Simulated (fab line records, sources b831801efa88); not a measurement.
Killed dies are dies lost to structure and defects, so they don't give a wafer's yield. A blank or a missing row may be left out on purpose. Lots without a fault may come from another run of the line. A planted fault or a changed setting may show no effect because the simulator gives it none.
Which tool did it? | flow sky130 | 12 lots, 36 wafers sampled, at 2 steps of a route of 708

WHAT THE GAUGES READ, wafer by wafer
SKY_METAL1_RS_MEAS_05: measures by four-point-probe. Usual: METAL1_ALCU_RS 0.1262 ohm/sq, standard deviation 0.00094.
lot  | measured     | on            | METAL1_ALCU_RS (ohm/sq) | flag
L367 | day 33 06:46 | film_metro-03 | 0.1258 0.1273 0.1264    |
L368 | day 33 08:14 | film_metro-03 | 0.1247 0.1255 0.1253    |
L369 | day 33 22:23 | film_metro-02 | 0.1273 0.1260 0.1270    |
L371 | day 34 09:01 | film_metro-02 | 0.1278 0.1275 0.1268    |
L372 | day 34 10:28 | film_metro-02 | 0.1271 0.1271 0.1263    |
L376 | day 35 23:19 | film_metro-01 | 0.1268 0.1263 0.1257    |
L378 | day 36 16:18 | film_metro-02 | 0.1253 0.1255 0.1270    |
L383 | day 37 18:55 | film_metro-03 | 0.1266 0.1271 0.1254    |
L384 | day 38 08:23 | film_metro-01 | 0.1256 0.1251 0.1247    |
L386 | day 38 18:36 | film_metro-03 | 0.1270 0.1282 0.1287    |

WHICH TOOL RAN EACH LOT (tool, then ch and the chambers of the sampled wafers, then the start)
lot  | SKY_LI_CONTACT_CMP_24
L367 | cmp-02 ch 1,2,3, day 30 21:18
L368 | cmp-01 ch 0,1,2, day 30 22:32
L369 | cmp-02 ch 1,2, day 31 12:34
L371 | cmp-02 ch 1,3, day 31 23:56
L372 | cmp-01 ch 0,2,3, day 32 01:54
L373 | cmp-01 ch 0,2,3, day 32 04:02
L377 | cmp-01 ch 0,2,3, day 33 13:02
L376 | cmp-01 ch 0,3, day 33 14:47
L378 | cmp-01 ch 2,3, day 34 07:12
L383 | cmp-01 ch 0,2,3, day 35 12:08
L384 | cmp-02 ch 0,1, day 36 02:51
L386 | cmp-02 ch 0,1,3, day 36 12:12
- SKY_LI_CONTACT_CMP_24: polishes, stops on PSG, t overpolish 20 s, target thk 0 nm.

WHAT THE TOOLS THEMSELVES READ (means of the sampled wafers that have a number; where no wafer has one, the mark that the record gives instead)
SKY_LI_CONTACT_CMP_24. Usual: edge_zone_pressure_frac 1.000, standard deviation 0.005; head_pressure_psi 3.500 psi, standard deviation 0.0078; motor_current_A 10.4 A, standard deviation 0.63; overpolish_run_s 19.999 s, standard deviation 0.0098; retaining_ring_pressure_frac 1.000, standard deviation 0.005; slurry_filter_dp_kPa 13.51 kPa, standard deviation 0.13; time_to_endpoint_s 97 s, standard deviation 3.2.
lot  | tool   | edge_zone_pressure_frac | head_pressure_psi (psi) | motor_current_A (A) | overpolish_run_s (s) | retaining_ring_pressure_frac | slurry_filter_dp_kPa (kPa) | time_to_endpoint_s (s) | flag
L367 | cmp-02 | 0.998                   | 3.495                   | 10.3                | 20.005               | 1.000                        | 13.59                      | 94                     |
L368 | cmp-01 | 1.003                   | 3.502                   | 10.2                | 19.994               | 1.001                        | 13.56                      | 101                    |
L369 | cmp-02 | 0.999                   | 3.502                   | 10.5                | 19.994               | 0.995                        | 13.45                      | 95                     |
L371 | cmp-02 | 0.997                   | 3.497                   | 10.2                | 20.002               | 0.995                        | 13.57                      | 97                     |
L372 | cmp-01 | 0.996                   | 3.506                   | 10.7                | 19.995               | 1.004                        | 13.51                      | 97                     |
L373 | cmp-01 | -                       | -                       | -                   | -                    | -                            | -                          | -                      | OFF
L377 | cmp-01 | -                       | -                       | -                   | -                    | -                            | -                          | -                      | OFF
L376 | cmp-01 | 1.005                   | 3.496                   | 11.1                | 20.001               | 0.996                        | 13.48                      | 96                     |
L378 | cmp-01 | 1.003                   | 3.491                   | 10.4                | 20.001               | 0.997                        | 13.50                      | 97                     |
L383 | cmp-01 | 0.997                   | 3.499                   | 10.8                | 20.007               | 1.000                        | 13.60                      | 98                     |
L384 | cmp-02 | 0.997                   | 3.492                   | 9.8                 | 20.009               | 1.000                        | 13.42                      | 98                     |
L386 | cmp-02 | 1.000                   | 3.500                   | 10.0                | 19.994               | 1.004                        | 13.54                      | 95                     |

THE ANSWER, worked out from the rows above alone
Rule: a lot is off if the mean of its wafers that have a number lies more than 3 standard deviations from the usual mean. A lot without any number at a reading at which 4 lots or more have one is off too. The other lots that the step has rows for count as sound. The gauges are gone through in route order, then the tools' own readings, and for those a lot's mean is taken as printed above. The first step at which some lot is off is used, and at that step the reading that is off furthest; a lot without a number counts as furthest.
Off: L373, L377, at SKY_LI_CONTACT_CMP_24 (edge_zone_pressure_frac). Without a number there: L373, L377.
A tool fits if, at that step or a process step before it, it ran every lot that is off, and no sound lot after the first of them. None of those tried fits.

WHAT THE SIMULATOR HAD PUT IN
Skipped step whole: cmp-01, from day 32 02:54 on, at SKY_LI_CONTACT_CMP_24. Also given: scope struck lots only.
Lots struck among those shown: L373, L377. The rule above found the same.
